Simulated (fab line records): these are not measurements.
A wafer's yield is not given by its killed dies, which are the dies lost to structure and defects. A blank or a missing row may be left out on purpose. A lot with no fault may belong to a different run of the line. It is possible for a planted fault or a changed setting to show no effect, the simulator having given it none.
A single fault, viewed from 2 desks || flow sky130 || only its own numbers are on each desk; what lay behind them is given at the end

== THE TOOL OWNER'S DESK: lpcvd-02 ==
The tool's own readings at SKY_SONOS_ONO_CVD_02 (deposits Si3N4 from DCS/NH3, target thk 10.5 nm, time 180 s): means of the sampled wafers that have a number, for each lot that ran on this tool. The brackets show how far a lot's mean lies from the usual mean; more than 4 standard deviations puts the lot out of limits, marked OUT.
Columns: A = spike tc lower C at SKY_SONOS_ONO_CVD_02, usual 769.6 C; B = spike tc upper C at SKY_SONOS_ONO_CVD_02, usual 769.1 C
{"lot": "L636", "first seen here": "day 12 01:49", "A": 770.5, "B": 767.3}
{"lot": "L637", "first seen here": "day 12 10:28", "A": 769.6, "B": 767.6}
{"lot": "L638", "first seen here": "day 12 20:50", "A": 768.3, "B": 768.5}
{"lot": "L639", "first seen here": "day 13 00:53", "A": 769.0, "B": 767.4}
{"lot": "L640", "first seen here": "day 13 08:31", "A": 770.8, "B": 770.2}
{"lot": "L641", "first seen here": "day 13 14:59", "A": 769.9, "B": 768.3}
{"lot": "L645", "first seen here": "day 15 15:10", "A": 769.2, "B": 767.8}
{"lot": "L647", "first seen here": "day 15 19:12", "A": 770.1, "B": 770.6}
{"lot": "L646", "first seen here": "day 15 21:37", "A": 769.3, "B": 771.2}
{"lot": "L656", "first seen here": "day 18 18:38", "A": 770.1, "B": 769.8}
{"lot": "L657", "first seen here": "day 19 02:08", "A": 769.9, "B": 767.4}
{"lot": "L658", "first seen here": "day 19 11:32", "A": 770.8, "B": 770.2}
Finding of this desk: none of the 12 lots has anything out of limits.

== AT THE METROLOGY DESK ==
What the gauges read for every lot (on any tool): the sampled wafers with a number, averaged. The brackets show how far a lot's mean lies from the usual mean; more than 4 standard deviations puts the lot out of limits, marked OUT.
Columns: A = SONOS_ONO_CVD_02_THK at SKY_SONOS_ONO_THK_MEAS_03, usual 10.46 nm; B = SONOS_ONO_OVL at SKY_SONOS_ONO_OVL_MEAS_14, usual 0.4 nm; C = GATE_OXIDE_OXIDATION_00_THK at SKY_GATE_OXIDE_THK_MEAS_02, usual 10.28 nm
{"lot": "L636", "first seen here": "day 12 02:52", "A": 10.56, "B": -1.5, "C": 10.32}
{"lot": "L637", "first seen here": "day 12 11:31", "A": 10.51, "B": 0.5, "C": 10.26}
{"lot": "L638", "first seen here": "day 12 21:54", "A": 10.45, "B": 0.8, "C": 10.38}
{"lot": "L639", "first seen here": "day 13 02:28", "A": 10.39, "B": 1.2, "C": 10.23}
{"lot": "L640", "first seen here": "day 13 10:05", "A": 10.61, "B": 0.6, "C": 10.29}
{"lot": "L641", "first seen here": "day 13 16:02", "A": 10.56, "B": -1.6, "C": 10.43}
{"lot": "L645", "first seen here": "day 15 16:13", "A": "11.44 (+8.9) OUT", "B": 1.5, "C": 10.22}
{"lot": "L647", "first seen here": "day 15 20:15", "A": "11.45 (+9.0) OUT", "B": 0.3, "C": 10.30}
{"lot": "L646", "first seen here": "day 15 22:41", "A": "11.47 (+9.2) OUT", "B": 0.1, "C": 10.09}
{"lot": "L656", "first seen here": "day 18 19:41", "A": 10.57, "B": 1.3, "C": 10.36}
{"lot": "L657", "first seen here": "day 19 03:13", "A": 10.35, "B": -0.2, "C": 10.19}
{"lot": "L658", "first seen here": "day 19 12:35", "A": 10.33, "B": 0.4, "C": 10.42}
This desk's finding: out of limits on L645, L646, L647; first on L645, day 15 16:13 (SONOS_ONO_CVD_02_THK at SKY_SONOS_ONO_THK_MEAS_03). L636, L637, L638, L639, L640, L641, L656, L657, L658 stayed within limits.

== TAKEN TOGETHER ==
An alarm was possible from the metrology desk at day 15 16:13, on L645, L646, L647.
Nothing out of limits was seen by the tool owner's desk.
Tool owner's desk: L645, L646, L647 on record, inside its limits.
Every lot named ran SKY_SONOS_ONO_CVD_02 on lpcvd-02.

== WHAT THE SIMULATOR HAD INSERTED ==
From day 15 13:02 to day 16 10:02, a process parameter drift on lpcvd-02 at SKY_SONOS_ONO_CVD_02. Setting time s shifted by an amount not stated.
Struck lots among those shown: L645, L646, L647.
Per desk, hours elapsed from the start of the fault to the first reading out of limits: for the metrology desk, 3.
